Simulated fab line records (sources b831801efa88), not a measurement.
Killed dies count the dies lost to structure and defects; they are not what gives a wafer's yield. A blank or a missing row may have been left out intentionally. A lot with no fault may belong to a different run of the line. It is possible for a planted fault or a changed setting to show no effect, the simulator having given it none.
Which tool was responsible? :: flow sky130 :: 36 wafers from 12 lots sampled at 5 of the route's 708 steps

## WHAT THE GAUGES SHOWED, per wafer
The record lacks any reading of a measuring or inspecting step that a usual standard deviation could be used to judge.

## WHICH TOOL RAN EACH LOT (tool, then ch and the chambers of the sampled wafers, then the start)
lot: L567
SKY_PWDE_STRIP_09: plasmaAsher-02 ch 0,1, day 4 11:36
SKY_METAL5_SPUTTER_01: pvdSputter-03, day 43 11:32
SKY_METAL5_STRIP_16: plasmaAsher-02 ch 1, day 44 10:02
SKY_PAD_OPEN_ETCH_07: rieDiel-02 ch 0,3, day 46 05:44
SKY_PAD_OPEN_PROBE_99: prober-02, day 46 08:04

lot: L568
SKY_PWDE_STRIP_09: plasmaAsher-02 ch 1, day 4 12:18
SKY_METAL5_SPUTTER_01: pvdSputter-01, day 43 12:26
SKY_METAL5_STRIP_16: plasmaAsher-03 ch 0,1, day 44 11:11
SKY_PAD_OPEN_ETCH_07: rieDiel-04 ch 0,2,3, day 46 06:35
SKY_PAD_OPEN_PROBE_99: prober-01, day 46 08:54

lot: L569
SKY_PWDE_STRIP_09: plasmaAsher-03 ch 0,1, day 5 05:04
SKY_METAL5_SPUTTER_01: pvdSputter-03, day 44 06:14
SKY_METAL5_STRIP_16: plasmaAsher-02 ch 1, day 45 03:50
SKY_PAD_OPEN_ETCH_07: rieDiel-01 ch 1,2, day 46 22:41
SKY_PAD_OPEN_PROBE_99: prober-02, day 47 01:04

lot: L570
SKY_PWDE_STRIP_09: plasmaAsher-03 ch 0,1, day 5 06:04
SKY_METAL5_SPUTTER_01: pvdSputter-03, day 44 08:15
SKY_METAL5_STRIP_16: plasmaAsher-03 ch 0, day 45 06:03
SKY_PAD_OPEN_ETCH_07: rieDiel-01 ch 0,1,2, day 47 00:58
SKY_PAD_OPEN_PROBE_99: prober-01, day 47 03:18

lot: L572
SKY_PWDE_STRIP_09: plasmaAsher-04 ch 1, day 5 13:09
SKY_METAL5_SPUTTER_01: pvdSputter-01, day 44 16:47
SKY_METAL5_STRIP_16: plasmaAsher-02 ch 0, day 45 12:50
SKY_PAD_OPEN_ETCH_07: rieDiel-04 ch 0,1,3, day 47 07:44
SKY_PAD_OPEN_PROBE_99: prober-01, day 47 10:15

lot: L575
SKY_PWDE_STRIP_09: plasmaAsher-03 ch 0,1, day 5 16:48
SKY_METAL5_SPUTTER_01: pvdSputter-04, day 45 00:32
SKY_METAL5_STRIP_16: plasmaAsher-01 ch 0,1, day 45 21:29
SKY_PAD_OPEN_ETCH_07: rieDiel-04 ch 0,1,3, day 47 16:05
SKY_PAD_OPEN_PROBE_99: prober-02, day 47 18:27

lot: L574
SKY_PWDE_STRIP_09: plasmaAsher-04 ch 0,1, day 5 17:22
SKY_METAL5_SPUTTER_01: pvdSputter-04, day 45 03:12
SKY_METAL5_STRIP_16: plasmaAsher-03 ch 0,1, day 46 00:17
SKY_PAD_OPEN_ETCH_07: rieDiel-02 ch 0,2,3, day 47 19:01
SKY_PAD_OPEN_PROBE_99: prober-02, day 47 21:20

lot: L573
SKY_PWDE_STRIP_09: plasmaAsher-03 ch 0,1, day 5 17:33
SKY_METAL5_SPUTTER_01: pvdSputter-03, day 45 02:06
SKY_METAL5_STRIP_16: plasmaAsher-02 ch 0,1, day 45 22:58
SKY_PAD_OPEN_ETCH_07: rieDiel-02 ch 0,3, day 47 17:31
SKY_PAD_OPEN_PROBE_99: prober-01, day 47 19:56

lot: L577
SKY_PWDE_STRIP_09: plasmaAsher-03 ch 0,1, day 6 08:31
SKY_METAL5_SPUTTER_01: pvdSputter-04, day 45 12:59
SKY_METAL5_STRIP_16: plasmaAsher-01 ch 0,1, day 46 10:44
SKY_PAD_OPEN_ETCH_07: rieDiel-01 ch 2,3, day 48 04:14
SKY_PAD_OPEN_PROBE_99: prober-02, day 48 07:02

lot: L579
SKY_PWDE_STRIP_09: plasmaAsher-03 ch 0,1, day 6 14:40
SKY_METAL5_SPUTTER_01: pvdSputter-03, day 45 23:07
SKY_METAL5_STRIP_16: plasmaAsher-02 ch 0,1, day 46 19:48
SKY_PAD_OPEN_ETCH_07: rieDiel-02 ch 0,2,3, day 48 11:58
SKY_PAD_OPEN_PROBE_99: prober-01, day 48 14:50

lot: L583
SKY_PWDE_STRIP_09: plasmaAsher-04 ch 0, day 7 16:52
SKY_METAL5_SPUTTER_01: pvdSputter-03, day 47 14:19
SKY_METAL5_STRIP_16: plasmaAsher-01 ch 0,1, day 48 09:35
SKY_PAD_OPEN_ETCH_07: rieDiel-02 ch 0,1,3, day 49 22:19
SKY_PAD_OPEN_PROBE_99: prober-02, day 50 01:20

lot: L584
SKY_PWDE_STRIP_09: plasmaAsher-04 ch 0,1, day 7 19:59
SKY_METAL5_SPUTTER_01: pvdSputter-04, day 47 14:02
SKY_METAL5_STRIP_16: plasmaAsher-02 ch 0,1, day 48 09:35
SKY_PAD_OPEN_ETCH_07: rieDiel-02 ch 0,3, day 49 21:29
SKY_PAD_OPEN_PROBE_99: prober-02, day 49 23:56
- SKY_PWDE_STRIP_09: strips in O2/N2.
- SKY_METAL5_SPUTTER_01: material TiN, target thk 20 nm, time 16.7 s.
- SKY_METAL5_STRIP_16: strips in O2/N2.
- SKY_PAD_OPEN_ETCH_07: etches the open film in CF4/O2, stops on AlCu, target depth 725 nm, time 161.1 s.
- SKY_PAD_OPEN_PROBE_99

## AS READ BY THE TOOLS THEMSELVES (means over the sampled wafers that have a number; for cases with no such wafer, the mark the record gives instead)
SKY_PWDE_STRIP_09. Usual: drypumpMotorCurrentA 5.80 A, standard deviation 0.19; oesProductAu 0.722 a.u., standard deviation 0.005; stripTimeToEndpointS 36.93 s, standard deviation 0.13.
lot: L567
tool: plasmaAsher-02
drypumpMotorCurrentA (A): 5.64
oesProductAu (a.u.): 0.724
stripTimeToEndpointS (s): 37.00
flag: 

lot: L568
tool: plasmaAsher-02
drypumpMotorCurrentA (A): 5.84
oesProductAu (a.u.): 0.722
stripTimeToEndpointS (s): 37.10
flag: 

lot: L569
tool: plasmaAsher-03
drypumpMotorCurrentA (A): 5.66
oesProductAu (a.u.): 0.719
stripTimeToEndpointS (s): 36.75
flag: 

lot: L570
tool: plasmaAsher-03
drypumpMotorCurrentA (A): 5.66
oesProductAu (a.u.): 0.721
stripTimeToEndpointS (s): 36.95
flag: 

lot: L572
tool: plasmaAsher-04
drypumpMotorCurrentA (A): 6.15
oesProductAu (a.u.): 0.726
stripTimeToEndpointS (s): 36.94
flag: 

lot: L575
tool: plasmaAsher-03
drypumpMotorCurrentA (A): 5.70
oesProductAu (a.u.): 0.722
stripTimeToEndpointS (s): 36.98
flag: 

lot: L574
tool: plasmaAsher-04
drypumpMotorCurrentA (A): 5.94
oesProductAu (a.u.): 0.727
stripTimeToEndpointS (s): 36.70
flag: 

lot: L573
tool: plasmaAsher-03
drypumpMotorCurrentA (A): 5.65
oesProductAu (a.u.): 0.721
stripTimeToEndpointS (s): 37.10
flag: 

lot: L577
tool: plasmaAsher-03
drypumpMotorCurrentA (A): 5.66
oesProductAu (a.u.): 0.726
stripTimeToEndpointS (s): 36.98
flag: 

lot: L579
tool: plasmaAsher-03
drypumpMotorCurrentA (A): 5.66
oesProductAu (a.u.): 0.723
stripTimeToEndpointS (s): 37.04
flag: 

lot: L583
tool: plasmaAsher-04
drypumpMotorCurrentA (A): 5.84
oesProductAu (a.u.): 0.724
stripTimeToEndpointS (s): 37.02
flag: 

lot: L584
tool: plasmaAsher-04
drypumpMotorCurrentA (A): 5.94
oesProductAu (a.u.): 0.722
stripTimeToEndpointS (s): 36.95
flag: 

SKY_METAL5_SPUTTER_01. Usual: throttleValvePct reads 30.4 % (standard deviation 0.99).
lot: L567
tool: pvdSputter-03
throttleValvePct (%): 31.5
flag: 

lot: L568
tool: pvdSputter-01
throttleValvePct (%): 28.7
flag: 

lot: L569
tool: pvdSputter-03
throttleValvePct (%): 30.8
flag: 

lot: L570
tool: pvdSputter-03
throttleValvePct (%): 30.6
flag: 

lot: L572
tool: pvdSputter-01
throttleValvePct (%): 29.4
flag: 

lot: L575
tool: pvdSputter-04
throttleValvePct (%): 29.9
flag: 

lot: L574
tool: pvdSputter-04
throttleValvePct (%): 29.9
flag: 

lot: L573
tool: pvdSputter-03
throttleValvePct (%): 31.3
flag: 

lot: L577
tool: pvdSputter-04
throttleValvePct (%): 29.4
flag: 

lot: L579
tool: pvdSputter-03
throttleValvePct (%): 31.6
flag: 

lot: L583
tool: pvdSputter-03
throttleValvePct (%): 31.0
flag: 

lot: L584
tool: pvdSputter-04
throttleValvePct (%): 29.8
flag: 

SKY_METAL5_STRIP_16. Usual: drypumpMotorCurrentA 5.62 A, standard deviation 0.22; oesProductAu 0.710 a.u., standard deviation 0.0042; stripTimeToEndpointS 12.94 s, standard deviation 0.15.
lot: L567
tool: plasmaAsher-02
drypumpMotorCurrentA (A): 5.86
oesProductAu (a.u.): 0.711
stripTimeToEndpointS (s): 12.89
flag: 

lot: L568
tool: plasmaAsher-03
drypumpMotorCurrentA (A): 5.66
oesProductAu (a.u.): 0.710
stripTimeToEndpointS (s): 12.84
flag: 

lot: L569
tool: plasmaAsher-02
drypumpMotorCurrentA (A): 5.85
oesProductAu (a.u.): 0.708
stripTimeToEndpointS (s): 13.03
flag: 

lot: L570
tool: plasmaAsher-03
drypumpMotorCurrentA (A): 5.62
oesProductAu (a.u.): 0.708
stripTimeToEndpointS (s): 13.09
flag: 

lot: L572
tool: plasmaAsher-02
drypumpMotorCurrentA (A): 5.54
oesProductAu (a.u.): 0.714
stripTimeToEndpointS (s): 13.18
flag: 

lot: L575
tool: plasmaAsher-01
drypumpMotorCurrentA (A): 5.52
oesProductAu (a.u.): 0.706
stripTimeToEndpointS (s): 12.78
flag: 

lot: L574
tool: plasmaAsher-03
drypumpMotorCurrentA (A): 5.66
oesProductAu (a.u.): 0.711
stripTimeToEndpointS (s): 13.07
flag: 

lot: L573
tool: plasmaAsher-02
drypumpMotorCurrentA (A): 5.68
oesProductAu (a.u.): 0.710
stripTimeToEndpointS (s): 13.08
flag: 

lot: L577
tool: plasmaAsher-01
drypumpMotorCurrentA (A): 5.31
oesProductAu (a.u.): 0.707
stripTimeToEndpointS (s): 13.05
flag: 

lot: L579
tool: plasmaAsher-02
drypumpMotorCurrentA (A): 5.75
oesProductAu (a.u.): 0.712
stripTimeToEndpointS (s): 12.84
flag: 

lot: L583
tool: plasmaAsher-01
drypumpMotorCurrentA (A): 5.52
oesProductAu (a.u.): 0.712
stripTimeToEndpointS (s): 12.96
flag: 

lot: L584
tool: plasmaAsher-02
drypumpMotorCurrentA (A): 5.76
oesProductAu (a.u.): 0.713
stripTimeToEndpointS (s): 12.78
flag: 

SKY_PAD_OPEN_ETCH_07. Usual: drypumpMotorCurrentA 5.9 A, standard deviation 0.33; oesProductAu 0.979 a.u., standard deviation 0.0062; throttleValvePct 5.964 %, standard deviation 0.0095.
lot: L567
tool: rieDiel-02
drypumpMotorCurrentA (A): 5.7
oesProductAu (a.u.): 0.988
throttleValvePct (%): 5.966
flag: 

lot: L568
tool: rieDiel-04
drypumpMotorCurrentA (A): 5.9
oesProductAu (a.u.): 0.981
throttleValvePct (%): 5.973
flag: 

lot: L569
tool: rieDiel-01
drypumpMotorCurrentA (A): 6.1
oesProductAu (a.u.): 0.980
throttleValvePct (%): 5.970
flag: 

lot: L570
tool: rieDiel-01
drypumpMotorCurrentA (A): 6.2
oesProductAu (a.u.): 0.985
throttleValvePct (%): 5.965
flag: 

lot: L572
tool: rieDiel-04
drypumpMotorCurrentA (A): 5.9
oesProductAu (a.u.): 0.972
throttleValvePct (%): 5.964
flag: 

lot: L575
tool: rieDiel-04
drypumpMotorCurrentA (A): 5.9
oesProductAu (a.u.): 0.985
throttleValvePct (%): 5.953
flag: 

lot: L574
tool: rieDiel-02
drypumpMotorCurrentA (A): 5.8
oesProductAu (a.u.): 0.977
throttleValvePct (%): 5.971
flag: 

lot: L573
tool: rieDiel-02
drypumpMotorCurrentA (A): 5.7
oesProductAu (a.u.): 0.980
throttleValvePct (%): 5.967
flag: 

lot: L577
tool: rieDiel-01
drypumpMotorCurrentA (A): 5.6
oesProductAu (a.u.): 0.974
throttleValvePct (%): 5.953
flag: 

lot: L579
tool: rieDiel-02
drypumpMotorCurrentA (A): 5.8
oesProductAu (a.u.): 0.981
throttleValvePct (%): 5.969
flag: 

lot: L583
tool: rieDiel-02
drypumpMotorCurrentA (A): 5.8
oesProductAu (a.u.): 0.976
throttleValvePct (%): 5.967
flag: 

lot: L584
tool: rieDiel-02
drypumpMotorCurrentA (A): 5.8
oesProductAu (a.u.): 0.978
throttleValvePct (%): 5.966
flag: 

SKY_PAD_OPEN_PROBE_99. Usual: killed_at_M0_to_M3 44, standard deviation 7.3; killed_at_M4_up 3.4, standard deviation 1.7; killedAtContacts 24, standard deviation 5.3; killedAtFrontEnd 15, standard deviation 4.1; killedAtOther 0.4, standard deviation 0.68; killedDies 87, standard deviation 9.5; killedOpen 48, standard deviation 7.1; killedShort 39, standard deviation 5.8.
lot: L567
tool: prober-02
killed_at_M0_to_M3: 49
killed_at_M4_up: 2.7
killedAtContacts: 25
killedAtFrontEnd: 14
killedAtOther: 0.0
killedDies: 90
killedOpen: 51
killedShort: 39
flag: 

lot: L568
tool: prober-01
killed_at_M0_to_M3: 47
killed_at_M4_up: 2.3
killedAtContacts: 25
killedAtFrontEnd: 15
killedAtOther: 0.0
killedDies: 89
killedOpen: 50
killedShort: 38
flag: 

lot: L569
tool: prober-02
killed_at_M0_to_M3: 46
killed_at_M4_up: 3.7
killedAtContacts: 17
killedAtFrontEnd: 16
killedAtOther: 0.0
killedDies: 83
killedOpen: 44
killedShort: 38
flag: 

lot: L570
tool: prober-01
killed_at_M0_to_M3: 46
killed_at_M4_up: 3.7
killedAtContacts: 24
killedAtFrontEnd: 16
killedAtOther: 1.3
killedDies: 92
killedOpen: 47
killedShort: 44
flag: 

lot: L572
tool: prober-01
killed_at_M0_to_M3: 43
killed_at_M4_up: 2.0
killedAtContacts: 19
killedAtFrontEnd: 17
killedAtOther: 0.0
killedDies: 81
killedOpen: 43
killedShort: 37
flag: 

lot: L575
tool: prober-02
killed_at_M0_to_M3: 41
killed_at_M4_up: 3.7
killedAtContacts: 25
killedAtFrontEnd: 14
killedAtOther: 0.3
killedDies: 84
killedOpen: 46
killedShort: 38
flag: 

lot: L574
tool: prober-02
killed_at_M0_to_M3: 47
killed_at_M4_up: 3.0
killedAtContacts: 21
killedAtFrontEnd: 15
killedAtOther: 0.3
killedDies: 86
killedOpen: 51
killedShort: 34
flag: 

lot: L573
tool: prober-01
killed_at_M0_to_M3: 42
killed_at_M4_up: 3.0
killedAtContacts: 19
killedAtFrontEnd: 16
killedAtOther: 1.7
killedDies: 82
killedOpen: 43
killedShort: 37
flag: 

lot: L577
tool: prober-02
killed_at_M0_to_M3: 39
killed_at_M4_up: 5.0
killedAtContacts: 23
killedAtFrontEnd: 12
killedAtOther: 0.0
killedDies: 79
killedOpen: 38
killedShort: 40
flag: 

lot: L579
tool: prober-01
killed_at_M0_to_M3: 50
killed_at_M4_up: 3.0
killedAtContacts: 27
killedAtFrontEnd: 14
killedAtOther: 0.5
killedDies: 96
killedOpen: 52
killedShort: 42
flag: 

lot: L583
tool: prober-02
killed_at_M0_to_M3: 37
killed_at_M4_up: 2.3
killedAtContacts: 21
killedAtFrontEnd: 61
killedAtOther: 0.0
killedDies: 120
killedOpen: 42
killedShort: 34
flag: OFF

lot: L584
tool: prober-02
killed_at_M0_to_M3: 40
killed_at_M4_up: 3.7
killedAtContacts: 21
killedAtFrontEnd: 56
killedAtOther: 1.0
killedDies: 122
killedOpen: 41
killedShort: 38
flag: OFF

## THE ANSWER, worked out from the rows above alone
Rule: a lot counts as off when the mean over its wafers that have a number is more than 3 standard deviations away from the usual mean. A lot without any number at a reading at which 4 lots or more have one is off too. Where the step has rows for the other lots, those lots are counted as sound. Order of review: gauges by route order, followed by the tools' own readings, for which a lot's mean as printed above is used. At the first step where some lot is off, the reading lying furthest off is the one used; lots without a number count as furthest.
Off, at SKY_PAD_OPEN_PROBE_99 on killedAtFrontEnd: L583, L584.
A tool fits if, at that step or a process step before it, it ran every lot that is off, and no sound lot after the first of them. Can't be told from this: 3 tools fit, plasmaAsher-04 at SKY_PWDE_STRIP_09, rieDiel-02 at SKY_PAD_OPEN_ETCH_07, prober-02 at SKY_PAD_OPEN_PROBE_99.

## WHAT THE SIMULATOR HAD INSERTED
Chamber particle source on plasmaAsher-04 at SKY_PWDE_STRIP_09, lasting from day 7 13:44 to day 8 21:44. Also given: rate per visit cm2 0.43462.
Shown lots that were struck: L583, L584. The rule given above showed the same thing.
